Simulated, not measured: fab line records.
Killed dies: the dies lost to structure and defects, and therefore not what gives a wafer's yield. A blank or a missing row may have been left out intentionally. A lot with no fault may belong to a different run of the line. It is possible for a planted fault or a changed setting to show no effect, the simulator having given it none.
fab line records || flow sky130 || part 2 of 2: steps 30 to 38 of 38
record {"lots": 5, "wafers": 15, "last_day": 49}
route steps=708 shown LOCAL_INTERCONNECT@393 CONTACT@406
lots that met no fault: taken from a fault-free run of the same line
start_h: the number of hours between the record's first day and the start of the first shown wafer of the lot || wait_h: hours elapsed since this lot's preceding step || " same as the row above || L1.1+2: one row covering several wafers at once || - value missing, or start not given || * or withheld: withheld || < > ~ a bound
route shown NAME@n: a module of which the file shows steps, and the number in the route of the first || usual: mean/standard deviation of fault-free wafers || same: alike in all rows || chamber/n: place in a boat || sites: per-site readings || _std_site: their standard deviation || _edge_site: inner sites' mean taken away from outer sites' mean || radius_mm: for every site, how far away it sits from the centre of the wafer || mask NAME#n: copy n || behind: tool/chamber where the wafer was last shaped || hold: the reason the lot was held/the length of the hold in hours/how it ended || device: whichever transistor did not switch (one of n, p or np) || end of line: the same wafers' tests at the end of the route || where a step has no rows: the recipe by itself || killed: not the wafer's yield, but the dies lost to structure and defects at the first sort || map: per-die view of a wafer (x killed, . not killed, _ where there is no die)
set.NAME: the setting as run; set.NAME@STEP: as run at that earlier step || model.NAME: the simulator's own value behind a step, which no gauge read
lots at selected steps of the route; one table per step, one row per wafer
services: a tool's chamber out of use, with start hour (start_h, from the record's first day; less than 0 if before it), hours out, and reason
## steps
# step SKY_CONTACT_ETCH_16
# recipe {"chemistry": "N2/H2", "target": "BARC", "ion_energy_ev": 200, "source_w": 500, "bias_w": 100, "pressure_mtorr": 30, "n2_flow_sccm": 100, "h2_flow_sccm": 200, "stop_on": "SiO2", "time_s": 45.9, "target_depth_a": 600}
# usual {"drypump_motor_current_A": "5.6/0.42", "oes_product_au": "0.854/0.005", "throttle_valve_pct": "13.224/0.01"}
{"lot.wafer": "L079.2", "tool": "rie_diel-04", "chamber": 2, "start_h": 771.06, "wait_h": 0.0, "drypump_motor_current_A": 5.4, "oes_product_au": 0.852, "rf_hours_counter_h": 6, "throttle_valve_pct": 13.211}
{"lot.wafer": "L079.4", "tool": "rie_diel-04", "chamber": 3, "start_h": 771.06, "wait_h": 0.0, "drypump_motor_current_A": 6.2, "oes_product_au": 0.855, "rf_hours_counter_h": 11, "throttle_valve_pct": 13.231}
{"lot.wafer": "L079.5", "tool": "rie_diel-04", "chamber": 1, "start_h": 771.06, "wait_h": 0.0, "drypump_motor_current_A": 4.8, "oes_product_au": 0.856, "rf_hours_counter_h": "-", "throttle_valve_pct": 13.223}
{"lot.wafer": "L083.2", "tool": "rie_diel-02", "chamber": 0, "start_h": 808.05, "wait_h": 0.0, "drypump_motor_current_A": 5.5, "oes_product_au": 0.854, "rf_hours_counter_h": 6, "throttle_valve_pct": 13.215}
{"lot.wafer": "L083.3", "tool": "rie_diel-02", "chamber": 1, "start_h": 808.05, "wait_h": 0.0, "drypump_motor_current_A": 6.0, "oes_product_au": 0.860, "rf_hours_counter_h": 13, "throttle_valve_pct": 13.240}
{"lot.wafer": "L083.5", "tool": "rie_diel-02", "chamber": 0, "start_h": 808.05, "wait_h": 0.0, "drypump_motor_current_A": 5.5, "oes_product_au": 0.856, "rf_hours_counter_h": "-", "throttle_valve_pct": 13.193}
{"lot.wafer": "L088.1", "tool": "rie_diel-04", "chamber": 0, "start_h": 839.61, "wait_h": 0.0, "drypump_motor_current_A": 5.1, "oes_product_au": 0.858, "rf_hours_counter_h": 17, "throttle_valve_pct": 13.207}
{"lot.wafer": "L088.4", "tool": "rie_diel-04", "chamber": 1, "start_h": 839.61, "wait_h": 0.0, "drypump_motor_current_A": 4.8, "oes_product_au": 0.857, "rf_hours_counter_h": 14, "throttle_valve_pct": 13.229}
{"lot.wafer": "L088.6", "tool": "rie_diel-04", "chamber": 0, "start_h": 839.61, "wait_h": 0.0, "drypump_motor_current_A": 5.1, "oes_product_au": 0.858, "rf_hours_counter_h": "-", "throttle_valve_pct": 13.210}
{"lot.wafer": "L090.2", "tool": "rie_diel-03", "chamber": 1, "start_h": 855.87, "wait_h": 0.0, "drypump_motor_current_A": 5.6, "oes_product_au": 0.851, "rf_hours_counter_h": 13, "throttle_valve_pct": 13.224}
{"lot.wafer": "L090.3", "tool": "rie_diel-03", "chamber": 2, "start_h": 855.87, "wait_h": 0.0, "drypump_motor_current_A": 5.6, "oes_product_au": 0.849, "rf_hours_counter_h": 8, "throttle_valve_pct": 13.221}
{"lot.wafer": "L090.6", "tool": "rie_diel-03", "chamber": 3, "start_h": 855.87, "wait_h": 0.0, "drypump_motor_current_A": 5.4, "oes_product_au": 0.851, "rf_hours_counter_h": "-", "throttle_valve_pct": 13.203}
{"lot.wafer": "L092.2", "tool": "rie_diel-04", "chamber": 2, "start_h": 870.06, "wait_h": 0.0, "drypump_motor_current_A": 5.4, "oes_product_au": 0.851, "rf_hours_counter_h": 9, "throttle_valve_pct": 13.226}
{"lot.wafer": "L092.3", "tool": "rie_diel-04", "chamber": 0, "start_h": 870.06, "wait_h": 0.0, "drypump_motor_current_A": 5.1, "oes_product_au": 0.853, "rf_hours_counter_h": 18, "throttle_valve_pct": 13.227}
{"lot.wafer": "L092.5", "tool": "rie_diel-04", "chamber": 3, "start_h": 870.06, "wait_h": 0.0, "drypump_motor_current_A": 6.2, "oes_product_au": 0.864, "rf_hours_counter_h": "-", "throttle_valve_pct": 13.220}
# step SKY_CONTACT_ETCH_17
# recipe {"target": "SiO2", "chemistry": "C4F8/O2/Ar", "stop_on": "Si3N4", "mask_material": "KrF-thick", "source_w": 1500, "bias_w": 1200, "pressure_mtorr": 40, "c4f8_flow_sccm": "withheld", "O2_flow_sccm": 6, "Ar_flow_sccm": 300, "time_s": "withheld", "target_depth_a": 3400}
# usual {"oes_product_au": "0.891/0.005"}
{"lot.wafer": "L079.2", "tool": "rie_diel-04", "chamber": 2, "start_h": 771.10, "wait_h": 0.0, "oes_product_au": 0.896}
{"lot.wafer": "L079.4", "tool": "rie_diel-04", "chamber": 3, "start_h": 771.10, "wait_h": 0.0, "oes_product_au": 0.896}
{"lot.wafer": "L079.5", "tool": "rie_diel-04", "chamber": 1, "start_h": 771.10, "wait_h": 0.0, "oes_product_au": 0.888}
{"lot.wafer": "L083.2", "tool": "rie_diel-02", "chamber": 0, "start_h": 808.09, "wait_h": 0.0, "oes_product_au": 0.891}
{"lot.wafer": "L083.3", "tool": "rie_diel-02", "chamber": 1, "start_h": 808.09, "wait_h": 0.0, "oes_product_au": 0.886}
{"lot.wafer": "L083.5", "tool": "rie_diel-02", "chamber": 0, "start_h": 808.09, "wait_h": 0.0, "oes_product_au": 0.889}
{"lot.wafer": "L088.1", "tool": "rie_diel-04", "chamber": 0, "start_h": 839.65, "wait_h": 0.0, "oes_product_au": 0.888}
{"lot.wafer": "L088.4", "tool": "rie_diel-04", "chamber": 1, "start_h": 839.65, "wait_h": 0.0, "oes_product_au": 0.898}
{"lot.wafer": "L088.6", "tool": "rie_diel-04", "chamber": 0, "start_h": 839.65, "wait_h": 0.0, "oes_product_au": 0.898}
{"lot.wafer": "L090.2", "tool": "rie_diel-03", "chamber": 1, "start_h": 855.91, "wait_h": 0.0, "oes_product_au": 0.884}
{"lot.wafer": "L090.3", "tool": "rie_diel-03", "chamber": 2, "start_h": 855.91, "wait_h": 0.0, "oes_product_au": 0.892}
{"lot.wafer": "L090.6", "tool": "rie_diel-03", "chamber": 3, "start_h": 855.91, "wait_h": 0.0, "oes_product_au": 0.891}
{"lot.wafer": "L092.2", "tool": "rie_diel-04", "chamber": 2, "start_h": 870.10, "wait_h": 0.0, "oes_product_au": 0.899}
{"lot.wafer": "L092.3", "tool": "rie_diel-04", "chamber": 0, "start_h": 870.10, "wait_h": 0.0, "oes_product_au": 0.890}
{"lot.wafer": "L092.5", "tool": "rie_diel-04", "chamber": 3, "start_h": 870.10, "wait_h": 0.0, "oes_product_au": 0.901}
# step SKY_CONTACT_ETCH_18
# recipe {"target": "Si3N4", "chemistry": "CHF3/O2", "stop_on": "TiN", "source_w": 600, "bias_w": 200, "pressure_mtorr": 40, "chf3_flow_sccm": 50, "O2_flow_sccm": 5, "time_s": 39, "target_depth_a": 750}
# usual {"drypump_motor_current_A": "5.6/0.42", "oes_product_au": "0.853/0.0075", "throttle_valve_pct": "8.793/0.0082"}
{"lot.wafer": "L079.2", "tool": "rie_diel-04", "chamber": 2, "start_h": "-", "wait_h": "-", "drypump_motor_current_A": 5.4, "oes_product_au": 0.848, "rf_hours_counter_h": 6, "throttle_valve_pct": 8.800}
{"lot.wafer": "L079.4", "tool": "rie_diel-04", "chamber": 3, "start_h": "-", "wait_h": "-", "drypump_motor_current_A": 6.2, "oes_product_au": 0.859, "rf_hours_counter_h": 11, "throttle_valve_pct": 8.791}
{"lot.wafer": "L079.5", "tool": "rie_diel-04", "chamber": 1, "start_h": "-", "wait_h": "-", "drypump_motor_current_A": 4.8, "oes_product_au": 0.861, "rf_hours_counter_h": "-", "throttle_valve_pct": 8.807}
{"lot.wafer": "L083.2", "tool": "rie_diel-02", "chamber": 0, "start_h": "-", "wait_h": "-", "drypump_motor_current_A": 5.5, "oes_product_au": 0.845, "rf_hours_counter_h": 6, "throttle_valve_pct": 8.801}
{"lot.wafer": "L083.3", "tool": "rie_diel-02", "chamber": 1, "start_h": "-", "wait_h": "-", "drypump_motor_current_A": 6.0, "oes_product_au": 0.851, "rf_hours_counter_h": 13, "throttle_valve_pct": 8.808}
{"lot.wafer": "L083.5", "tool": "rie_diel-02", "chamber": 0, "start_h": "-", "wait_h": "-", "drypump_motor_current_A": 5.5, "oes_product_au": 0.867, "rf_hours_counter_h": "-", "throttle_valve_pct": 8.824}
{"lot.wafer": "L088.1", "tool": "rie_diel-04", "chamber": 0, "start_h": "-", "wait_h": "-", "drypump_motor_current_A": 5.1, "oes_product_au": 0.860, "rf_hours_counter_h": 17, "throttle_valve_pct": 8.796}
{"lot.wafer": "L088.4", "tool": "rie_diel-04", "chamber": 1, "start_h": "-", "wait_h": "-", "drypump_motor_current_A": 4.8, "oes_product_au": 0.850, "rf_hours_counter_h": 14, "throttle_valve_pct": 8.793}
{"lot.wafer": "L088.6", "tool": "rie_diel-04", "chamber": 0, "start_h": "-", "wait_h": "-", "drypump_motor_current_A": 5.1, "oes_product_au": 0.852, "rf_hours_counter_h": "-", "throttle_valve_pct": 8.792}
{"lot.wafer": "L090.2", "tool": "rie_diel-03", "chamber": 1, "start_h": "-", "wait_h": "-", "drypump_motor_current_A": 5.5, "oes_product_au": 0.860, "rf_hours_counter_h": 13, "throttle_valve_pct": 8.792}
{"lot.wafer": "L090.3", "tool": "rie_diel-03", "chamber": 2, "start_h": "-", "wait_h": "-", "drypump_motor_current_A": 5.6, "oes_product_au": 0.851, "rf_hours_counter_h": 8, "throttle_valve_pct": 8.786}
{"lot.wafer": "L090.6", "tool": "rie_diel-03", "chamber": 3, "start_h": "-", "wait_h": "-", "drypump_motor_current_A": 5.4, "oes_product_au": 0.854, "rf_hours_counter_h": "-", "throttle_valve_pct": 8.804}
{"lot.wafer": "L092.2", "tool": "rie_diel-04", "chamber": 2, "start_h": "-", "wait_h": "-", "drypump_motor_current_A": 5.4, "oes_product_au": 0.847, "rf_hours_counter_h": 9, "throttle_valve_pct": 8.808}
{"lot.wafer": "L092.3", "tool": "rie_diel-04", "chamber": 0, "start_h": "-", "wait_h": "-", "drypump_motor_current_A": 5.1, "oes_product_au": 0.855, "rf_hours_counter_h": 18, "throttle_valve_pct": 8.799}
{"lot.wafer": "L092.5", "tool": "rie_diel-04", "chamber": 3, "start_h": "-", "wait_h": "-", "drypump_motor_current_A": 6.2, "oes_product_au": 0.853, "rf_hours_counter_h": "-", "throttle_valve_pct": 8.801}
# step SKY_CONTACT_STRIP_19
# recipe {"chemistry": "O2/N2", "power_w": 1400, "pressure_mtorr": 1500, "platen_temp_c": "withheld", "o2_flow_sccm": 3000, "n2_flow_sccm": 300, "overash_fraction": 0.5}
# usual {"drypump_motor_current_A": "5.7/0.52", "oes_product_au": "0.382/0.0045", "strip_time_to_endpoint_s": "3.651/0.025"}
{"lot.wafer": "L079.2", "tool": "plasma_asher-02", "chamber": 1, "start_h": 771.19, "wait_h": "-", "drypump_motor_current_A": 5.8, "oes_product_au": 0.382, "rf_hours_counter_h": 3, "strip_time_to_endpoint_s": 3.687}
{"lot.wafer": "L079.4", "tool": "plasma_asher-02", "chamber": 0, "start_h": 771.19, "wait_h": "-", "drypump_motor_current_A": 6.2, "oes_product_au": 0.386, "rf_hours_counter_h": "-", "strip_time_to_endpoint_s": 3.673}
{"lot.wafer": "L079.5", "tool": "plasma_asher-02", "chamber": 0, "start_h": 771.19, "wait_h": "-", "drypump_motor_current_A": 6.2, "oes_product_au": 0.389, "rf_hours_counter_h": "-", "strip_time_to_endpoint_s": 3.689}
{"lot.wafer": "L083.2", "tool": "plasma_asher-02", "chamber": 0, "start_h": 808.18, "wait_h": "-", "drypump_motor_current_A": 6.2, "oes_product_au": 0.377, "rf_hours_counter_h": 8, "strip_time_to_endpoint_s": 3.673}
{"lot.wafer": "L083.3", "tool": "plasma_asher-02", "chamber": 1, "start_h": 808.18, "wait_h": "-", "drypump_motor_current_A": 5.8, "oes_product_au": 0.378, "rf_hours_counter_h": "-", "strip_time_to_endpoint_s": 3.686}
{"lot.wafer": "L083.5", "tool": "plasma_asher-02", "chamber": 0, "start_h": 808.18, "wait_h": "-", "drypump_motor_current_A": 6.2, "oes_product_au": 0.375, "rf_hours_counter_h": "-", "strip_time_to_endpoint_s": 3.636}
{"lot.wafer": "L088.1", "tool": "plasma_asher-02", "chamber": 1, "start_h": 839.74, "wait_h": "-", "drypump_motor_current_A": 5.8, "oes_product_au": 0.385, "rf_hours_counter_h": 13, "strip_time_to_endpoint_s": 3.606}
{"lot.wafer": "L088.4", "tool": "plasma_asher-02", "chamber": 0, "start_h": 839.74, "wait_h": "-", "drypump_motor_current_A": 6.2, "oes_product_au": 0.386, "rf_hours_counter_h": "-", "strip_time_to_endpoint_s": 3.625}
{"lot.wafer": "L088.6", "tool": "plasma_asher-02", "chamber": 1, "start_h": 839.74, "wait_h": "-", "drypump_motor_current_A": 5.8, "oes_product_au": 0.387, "rf_hours_counter_h": "-", "strip_time_to_endpoint_s": 3.645}
{"lot.wafer": "L090.2", "tool": "plasma_asher-02", "chamber": 0, "start_h": 856.00, "wait_h": "-", "drypump_motor_current_A": 6.2, "oes_product_au": 0.386, "rf_hours_counter_h": 15, "strip_time_to_endpoint_s": 3.628}
{"lot.wafer": "L090.3", "tool": "plasma_asher-02", "chamber": 0, "start_h": 856.00, "wait_h": "-", "drypump_motor_current_A": 6.2, "oes_product_au": 0.380, "rf_hours_counter_h": "-", "strip_time_to_endpoint_s": 3.656}
{"lot.wafer": "L090.6", "tool": "plasma_asher-02", "chamber": 1, "start_h": 856.00, "wait_h": "-", "drypump_motor_current_A": 5.8, "oes_product_au": 0.385, "rf_hours_counter_h": "-", "strip_time_to_endpoint_s": 3.640}
{"lot.wafer": "L092.2", "tool": "plasma_asher-03", "chamber": 1, "start_h": 870.19, "wait_h": "-", "drypump_motor_current_A": 4.7, "oes_product_au": 0.385, "rf_hours_counter_h": 75, "strip_time_to_endpoint_s": 3.650}
{"lot.wafer": "L092.3", "tool": "plasma_asher-03", "chamber": 1, "start_h": 870.19, "wait_h": "-", "drypump_motor_current_A": 4.6, "oes_product_au": 0.384, "rf_hours_counter_h": "-", "strip_time_to_endpoint_s": 3.644}
{"lot.wafer": "L092.5", "tool": "plasma_asher-03", "chamber": 0, "start_h": 870.19, "wait_h": "-", "drypump_motor_current_A": 5.7, "oes_product_au": 0.375, "rf_hours_counter_h": "-", "strip_time_to_endpoint_s": 3.639}
# step SKY_CONTACT_STRIP_20
# recipe {"chemistry": "post_etch_residue_remover", "time_s": 1200, "temp_c": 72.5}
# usual {"bath_heat_duty_pct": "14.7/2"}
{"lot.wafer": "L079.2", "tool": "wet_bench-01", "chamber": 2, "start_h": 771.29, "wait_h": 0.1, "bath_heat_duty_pct": 14.3}
{"lot.wafer": "L079.4", "tool": "wet_bench-01", "chamber": 2, "start_h": 771.29, "wait_h": 0.1, "bath_heat_duty_pct": 14.2}
{"lot.wafer": "L079.5", "tool": "wet_bench-01", "chamber": 2, "start_h": 771.29, "wait_h": 0.1, "bath_heat_duty_pct": 14.5}
{"lot.wafer": "L083.2", "tool": "wet_bench-02", "chamber": 3, "start_h": 808.28, "wait_h": 0.1, "bath_heat_duty_pct": 12.7}
{"lot.wafer": "L083.3", "tool": "wet_bench-02", "chamber": 3, "start_h": 808.28, "wait_h": 0.1, "bath_heat_duty_pct": 13.2}
{"lot.wafer": "L083.5", "tool": "wet_bench-02", "chamber": 3, "start_h": 808.28, "wait_h": 0.1, "bath_heat_duty_pct": 12.8}
{"lot.wafer": "L088.1", "tool": "wet_bench-02", "chamber": 1, "start_h": 839.84, "wait_h": 0.1, "bath_heat_duty_pct": 13.1}
{"lot.wafer": "L088.4", "tool": "wet_bench-02", "chamber": 1, "start_h": 839.84, "wait_h": 0.1, "bath_heat_duty_pct": 10.3}
{"lot.wafer": "L088.6", "tool": "wet_bench-02", "chamber": 1, "start_h": 839.84, "wait_h": 0.1, "bath_heat_duty_pct": 11.6}
{"lot.wafer": "L090.2", "tool": "wet_bench-02", "chamber": 2, "start_h": 856.10, "wait_h": 0.1, "bath_heat_duty_pct": 14.0}
{"lot.wafer": "L090.3", "tool": "wet_bench-02", "chamber": 2, "start_h": 856.10, "wait_h": 0.1, "bath_heat_duty_pct": 15.3}
{"lot.wafer": "L090.6", "tool": "wet_bench-02", "chamber": 2, "start_h": 856.10, "wait_h": 0.1, "bath_heat_duty_pct": 15.7}
{"lot.wafer": "L092.2", "tool": "wet_bench-04", "chamber": 0, "start_h": 870.29, "wait_h": 0.1, "bath_heat_duty_pct": 15.6}
{"lot.wafer": "L092.3", "tool": "wet_bench-04", "chamber": 0, "start_h": 870.29, "wait_h": 0.1, "bath_heat_duty_pct": 16.1}
{"lot.wafer": "L092.5", "tool": "wet_bench-04", "chamber": 0, "start_h": 870.29, "wait_h": 0.1, "bath_heat_duty_pct": 16.7}
# step SKY_CONTACT_CLEAN_21
# recipe {"chemistry": "IPA", "time_s": 180, "temp_c": 25}
# usual {"bath_heat_duty_pct": "6.4/1"}
{"lot.wafer": "L079.2", "tool": "wet_bench-04", "chamber": 1, "start_h": 771.63, "wait_h": 0.0, "bath_heat_duty_pct": 7.1}
{"lot.wafer": "L079.4", "tool": "wet_bench-04", "chamber": 1, "start_h": 771.63, "wait_h": 0.0, "bath_heat_duty_pct": 7.9}
{"lot.wafer": "L079.5", "tool": "wet_bench-04", "chamber": 1, "start_h": 771.63, "wait_h": 0.0, "bath_heat_duty_pct": 6.3}
{"lot.wafer": "L083.2", "tool": "wet_bench-04", "chamber": 3, "start_h": 808.62, "wait_h": 0.0, "bath_heat_duty_pct": 6.7}
{"lot.wafer": "L083.3", "tool": "wet_bench-04", "chamber": 3, "start_h": 808.62, "wait_h": 0.0, "bath_heat_duty_pct": 7.7}
{"lot.wafer": "L083.5", "tool": "wet_bench-04", "chamber": 3, "start_h": 808.62, "wait_h": 0.0, "bath_heat_duty_pct": 7.1}
{"lot.wafer": "L088.1", "tool": "wet_bench-02", "chamber": 3, "start_h": 840.21, "wait_h": 0.0, "bath_heat_duty_pct": 4.9}
{"lot.wafer": "L088.4", "tool": "wet_bench-02", "chamber": 3, "start_h": 840.21, "wait_h": 0.0, "bath_heat_duty_pct": 6.0}
{"lot.wafer": "L088.6", "tool": "wet_bench-02", "chamber": 3, "start_h": 840.21, "wait_h": 0.0, "bath_heat_duty_pct": 5.4}
{"lot.wafer": "L090.2", "tool": "wet_bench-04", "chamber": 1, "start_h": 856.44, "wait_h": 0.0, "bath_heat_duty_pct": 7.4}
{"lot.wafer": "L090.3", "tool": "wet_bench-04", "chamber": 1, "start_h": 856.44, "wait_h": 0.0, "bath_heat_duty_pct": 8.0}
{"lot.wafer": "L090.6", "tool": "wet_bench-04", "chamber": 1, "start_h": 856.44, "wait_h": 0.0, "bath_heat_duty_pct": 6.7}
{"lot.wafer": "L092.2", "tool": "wet_bench-01", "chamber": 3, "start_h": 870.63, "wait_h": 0.0, "bath_heat_duty_pct": 7.3}
{"lot.wafer": "L092.3", "tool": "wet_bench-01", "chamber": 3, "start_h": 870.63, "wait_h": 0.0, "bath_heat_duty_pct": 7.9}
{"lot.wafer": "L092.5", "tool": "wet_bench-01", "chamber": 3, "start_h": 870.63, "wait_h": 0.0, "bath_heat_duty_pct": 8.4}
# step SKY_CONTACT_CLEAN_22
# recipe {"chemistry": "O3/DIW", "dry": "n2_spin"}
{"lot.wafer": "L079.2+4+5", "tool": "wet_bench-01", "chamber": 3, "start_h": 771.69, "wait_h": 0.0}
{"lot.wafer": "L083.2+3+5", "tool": "wet_bench-01", "chamber": 1, "start_h": 808.69, "wait_h": 0.0}
{"lot.wafer": "L088.1+4+6", "tool": "wet_bench-02", "chamber": 3, "start_h": 840.27, "wait_h": 0.0}
{"lot.wafer": "L090.2+3+6", "tool": "wet_bench-01", "chamber": 0, "start_h": 856.50, "wait_h": 0.0}
{"lot.wafer": "L092.2+3+5", "tool": "wet_bench-02", "chamber": 1, "start_h": 870.69, "wait_h": 0.0}
# step SKY_CONTACT_SPUTTER_23
# recipe {"material": "TiN", "target_thk_nm": 20, "chamber_pressure_pa": 5, "power_w": 4000, "time_s": 80}
# usual {"throttle_valve_pct": "29.5/0.86"}
{"lot.wafer": "L079.2", "tool": "pvd_sputter-03", "chamber": "-", "start_h": 771.78, "wait_h": 0.0, "throttle_valve_pct": 28.5}
{"lot.wafer": "L079.4", "tool": "pvd_sputter-03", "chamber": "-", "start_h": 771.78, "wait_h": 0.0, "throttle_valve_pct": 29.5}
{"lot.wafer": "L079.5", "tool": "pvd_sputter-03", "chamber": "-", "start_h": 771.78, "wait_h": 0.0, "throttle_valve_pct": 29.5}
{"lot.wafer": "L083.2", "tool": "pvd_sputter-03", "chamber": "-", "start_h": 808.78, "wait_h": 0.0, "throttle_valve_pct": 28.8}
{"lot.wafer": "L083.3", "tool": "pvd_sputter-03", "chamber": "-", "start_h": 808.78, "wait_h": 0.0, "throttle_valve_pct": 28.9}
{"lot.wafer": "L083.5", "tool": "pvd_sputter-03", "chamber": "-", "start_h": 808.78, "wait_h": 0.0, "throttle_valve_pct": 28.8}
{"lot.wafer": "L088.1", "tool": "pvd_sputter-04", "chamber": "-", "start_h": 840.37, "wait_h": 0.0, "throttle_valve_pct": 29.9}
{"lot.wafer": "L088.4", "tool": "pvd_sputter-04", "chamber": "-", "start_h": 840.37, "wait_h": 0.0, "throttle_valve_pct": 29.0}
{"lot.wafer": "L088.6", "tool": "pvd_sputter-04", "chamber": "-", "start_h": 840.37, "wait_h": 0.0, "throttle_valve_pct": 29.2}
{"lot.wafer": "L090.2", "tool": "pvd_sputter-03", "chamber": "-", "start_h": 856.59, "wait_h": 0.0, "throttle_valve_pct": 29.3}
{"lot.wafer": "L090.3", "tool": "pvd_sputter-03", "chamber": "-", "start_h": 856.59, "wait_h": 0.0, "throttle_valve_pct": 29.2}
{"lot.wafer": "L090.6", "tool": "pvd_sputter-03", "chamber": "-", "start_h": 856.59, "wait_h": 0.0, "throttle_valve_pct": 29.0}
{"lot.wafer": "L092.2", "tool": "pvd_sputter-01", "chamber": "-", "start_h": 870.78, "wait_h": 0.0, "throttle_valve_pct": 29.5}
{"lot.wafer": "L092.3", "tool": "pvd_sputter-01", "chamber": "-", "start_h": 870.78, "wait_h": 0.0, "throttle_valve_pct": 28.6}
{"lot.wafer": "L092.5", "tool": "pvd_sputter-01", "chamber": "-", "start_h": 870.78, "wait_h": 0.0, "throttle_valve_pct": 32.2}
# step SKY_CONTACT_CVD_24
# recipe {"material": "W", "target_thk_nm": 340, "time_s": 102.12, "temp_c": 400, "pressure_torr": 40}
# usual {"heater_power_w": "774/22"}
{"lot.wafer": "L079.2", "tool": "cvd_w-02", "chamber": 0, "start_h": 771.84, "wait_h": 0.0, "heater_power_w": 802}
{"lot.wafer": "L079.4", "tool": "cvd_w-02", "chamber": 0, "start_h": 771.84, "wait_h": 0.0, "heater_power_w": 773}
{"lot.wafer": "L079.5", "tool": "cvd_w-02", "chamber": 1, "start_h": 771.84, "wait_h": 0.0, "heater_power_w": 774}
{"lot.wafer": "L083.2", "tool": "cvd_w-01", "chamber": 1, "start_h": 808.84, "wait_h": 0.0, "heater_power_w": 746}
{"lot.wafer": "L083.3", "tool": "cvd_w-01", "chamber": 1, "start_h": 808.84, "wait_h": 0.0, "heater_power_w": 728}
{"lot.wafer": "L083.5", "tool": "cvd_w-01", "chamber": 1, "start_h": 808.84, "wait_h": 0.0, "heater_power_w": 739}
{"lot.wafer": "L088.1", "tool": "cvd_w-01", "chamber": 0, "start_h": 840.44, "wait_h": 0.0, "heater_power_w": 777}
{"lot.wafer": "L088.4", "tool": "cvd_w-01", "chamber": 1, "start_h": 840.44, "wait_h": 0.0, "heater_power_w": 759}
{"lot.wafer": "L088.6", "tool": "cvd_w-01", "chamber": 0, "start_h": 840.44, "wait_h": 0.0, "heater_power_w": 766}
{"lot.wafer": "L090.2", "tool": "cvd_w-01", "chamber": 0, "start_h": 856.65, "wait_h": 0.0, "heater_power_w": 775}
{"lot.wafer": "L090.3", "tool": "cvd_w-01", "chamber": 1, "start_h": 856.65, "wait_h": 0.0, "heater_power_w": 742}
{"lot.wafer": "L090.6", "tool": "cvd_w-01", "chamber": 1, "start_h": 856.65, "wait_h": 0.0, "heater_power_w": 738}
{"lot.wafer": "L092.2", "tool": "cvd_w-02", "chamber": 0, "start_h": 870.84, "wait_h": 0.0, "heater_power_w": 779}
{"lot.wafer": "L092.3", "tool": "cvd_w-02", "chamber": 0, "start_h": 870.84, "wait_h": 0.0, "heater_power_w": 794}
{"lot.wafer": "L092.5", "tool": "cvd_w-02", "chamber": 0, "start_h": 870.84, "wait_h": 0.0, "heater_power_w": 803}
## services
{"tool": "hdpcvd-02", "chamber": "-", "start_h": 710.86, "hours": 6.0, "kind": "pm"}
{"tool": "krf_scanner-02", "chamber": "-", "start_h": 718.41, "hours": 0.8, "kind": "pm"}
{"tool": "rie_diel-04", "chamber": 2, "start_h": 726.20, "hours": 6.3, "kind": "repair"}
{"tool": "rie_diel-02", "chamber": 0, "start_h": 731.79, "hours": 2.4, "kind": "repair"}
{"tool": "plasma_asher-02", "chamber": "-", "start_h": 733.75, "hours": 9.0, "kind": "pm"}
{"tool": "krf_scanner-01", "chamber": "-", "start_h": 734.64, "hours": 1.0, "kind": "repair"}
{"tool": "rie_diel-03", "chamber": 2, "start_h": 735.45, "hours": 9.5, "kind": "repair"}
{"tool": "pecvd-02", "chamber": "-", "start_h": 748.05, "hours": 2.8, "kind": "pm"}
{"tool": "rie_diel-03", "chamber": "-", "start_h": 754.69, "hours": 4.3, "kind": "pm"}
{"tool": "rie_diel-04", "chamber": 2, "start_h": 761.29, "hours": 6.1, "kind": "repair"}
{"tool": "krf_scanner-02", "chamber": "-", "start_h": 769.66, "hours": 1.0, "kind": "pm"}
{"tool": "rie_diel-02", "chamber": "-", "start_h": 785.69, "hours": 0.5, "kind": "repair"}
{"tool": "hdpcvd-02", "chamber": "-", "start_h": 789.07, "hours": 1.9, "kind": "repair"}
{"tool": "rie_diel-02", "chamber": 3, "start_h": 792.85, "hours": 4.8, "kind": "repair"}
{"tool": "plasma_asher-02", "chamber": "-", "start_h": 799.38, "hours": 1.9, "kind": "repair"}
{"tool": "rie_metal-04", "chamber": 0, "start_h": 801.66, "hours": 11.3, "kind": "repair"}
{"tool": "krf_scanner-01", "chamber": "-", "start_h": 824.64, "hours": 3.6, "kind": "pm"}
{"tool": "wet_bench-02", "chamber": "-", "start_h": 831.49, "hours": 0.5, "kind": "repair"}
{"tool": "rie_diel-04", "chamber": 2, "start_h": 844.41, "hours": 4.4, "kind": "repair"}
{"tool": "krf_scanner-01", "chamber": "-", "start_h": 845.80, "hours": 0.8, "kind": "pm"}
{"tool": "krf_scanner-01", "chamber": "-", "start_h": 847.57, "hours": 1.3, "kind": "pm"}
{"tool": "rie_diel-04", "chamber": "-", "start_h": 849.26, "hours": 15.6, "kind": "pm"}
{"tool": "plasma_asher-02", "chamber": "-", "start_h": 849.75, "hours": 0.4, "kind": "repair"}
{"tool": "krf_scanner-01", "chamber": "-", "start_h": 851.05, "hours": 1.0, "kind": "pm"}
